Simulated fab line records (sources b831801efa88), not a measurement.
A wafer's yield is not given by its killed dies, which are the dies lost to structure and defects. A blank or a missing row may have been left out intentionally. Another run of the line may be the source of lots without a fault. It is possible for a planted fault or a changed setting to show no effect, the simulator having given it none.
One fault through the eyes of 2 desks    flow gf180mcu    every desk sees just its own numbers, and what lay behind them comes last

== FROM THE METROLOGY DESK ==
What the gauges read for every lot (on any tool): the sampled wafers with a number, averaged. The brackets show how far a lot's mean lies from the usual mean; more than 4 standard deviations puts the lot out of limits, marked OUT.
Columns: A = DUAL_GATE_OXIDATION_00_THK at GF_DUAL_GATE_THK_MEAS_03, usual 10.81 nm; B = DUAL_GATE_OVL at GF_DUAL_GATE_OVL_MEAS_11, usual -1.1 nm
lot   first seen here  A      B
L112  day 9 08:14      11.15  -2.8
L114  day 9 23:38      11.00  -0.9
L120  day 11 17:38     10.82  2.5
L121  day 12 03:11     10.73  -1.7
L122  day 12 06:01     10.35  -0.4
L126  day 13 06:19     11.15  -1.5
This desk found nothing out of limits on any of the 6 lots.

== DESK OF THE TOOL OWNER: furnace-01 ==
The tool's own readings at GF_DUAL_GATE_OXIDATION_15 (stabilise 600 s, purge 300 s, target thk 7.098 nm): means of the sampled wafers that have a number, for each lot that ran on this tool. The brackets show how far a lot's mean lies from the usual mean; more than 4 standard deviations puts the lot out of limits, marked OUT.
Columns: A = ox-temp-c at GF_DUAL_GATE_OXIDATION_15, usual 850.0 C
lot   first seen here  A
L112  day 10 02:05     850.1
L114  day 10 17:51     849.9
L120  day 12 13:32     849.5
L121  day 12 21:56     849.8
This desk found nothing out of limits on any of the 4 lots.

== PUT TOGETHER ==
From the metrology desk's view, nothing was out of limits.
Nothing out of limits was seen by the tool owner's desk.

== WHAT WAS PUT IN BY THE SIMULATOR ==
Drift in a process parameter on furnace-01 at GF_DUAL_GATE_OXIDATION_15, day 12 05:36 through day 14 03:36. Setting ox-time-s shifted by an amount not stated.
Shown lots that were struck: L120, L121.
